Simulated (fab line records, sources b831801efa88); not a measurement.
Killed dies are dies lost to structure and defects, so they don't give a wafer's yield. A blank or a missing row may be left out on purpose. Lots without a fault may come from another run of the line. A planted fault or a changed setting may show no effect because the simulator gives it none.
Which tool did it? | flow gf180mcu | 6 lots, 18 wafers sampled, at 3 steps of a route of 602

WHAT THE GAUGES READ, wafer by wafer
GF_DNWELL_TW_MEAS_09.
lot  | measured    | on            | DNWELL_TW
L283 | day 3 04:50 | film_metro-01 | 1340 1337 1343
L285 | day 3 15:38 | film_metro-03 | 1360 1360 1361
L287 | day 4 02:43 | film_metro-03 | 1377 1366 1378
L289 | day 4 12:23 | film_metro-04 | 1364 1470 1362 1352 1476 1363
L300 | day 7 00:23 | film_metro-04 | 1375 1366 1369
L303 | day 7 13:57 | film_metro-03 | 1374 1378 1370

WHICH TOOL RAN EACH LOT (tool, then ch and the chambers of the sampled wafers, then the start)
lot  | GF_DNWELL_IMPLANT_07           | GF_DNWELL_STRIP_08
L283 | implanter-01 ch 0, day 3 04:35 | plasma_asher-03 ch 0,1, day 3 04:44
L285 | implanter-04 ch 0, day 3 15:23 | plasma_asher-01 ch 0,1, day 3 15:32
L287 | implanter-04 ch 0, day 4 02:29 | plasma_asher-03 ch 0,1, day 4 02:37
L289 | implanter-04 ch 0, day 4 12:07 | plasma_asher-02 ch 0,1, day 4 12:16
L300 | implanter-02 ch 0, day 7 00:08 | plasma_asher-01 ch 0,1, day 7 00:17
L303 | implanter-01 ch 0, day 7 13:44 | plasma_asher-03 ch 0,1, day 7 13:52
- GF_DNWELL_IMPLANT_07
- GF_DNWELL_STRIP_08: strips in O2/N2.

THE ANSWER, worked out from the rows above alone
Rule: what is usual is taken from the lots themselves. Put in order of their means at a reading, lots are off if they are a third of the lots or fewer, leave a main group of 4 or more, and stand apart from it by a gap of 3 or more times the standard deviation of the main group's means; of several such gaps the widest counts. A main group whose means are all the same, to the digits that the tables above print for the reading, isn't used. A lot without any number at a reading at which 4 lots or more have one is off too. The other lots that the step has rows for count as sound.
No lot is off at any reading shown: from this, nothing can be told.

WHAT THE SIMULATOR HAD PUT IN
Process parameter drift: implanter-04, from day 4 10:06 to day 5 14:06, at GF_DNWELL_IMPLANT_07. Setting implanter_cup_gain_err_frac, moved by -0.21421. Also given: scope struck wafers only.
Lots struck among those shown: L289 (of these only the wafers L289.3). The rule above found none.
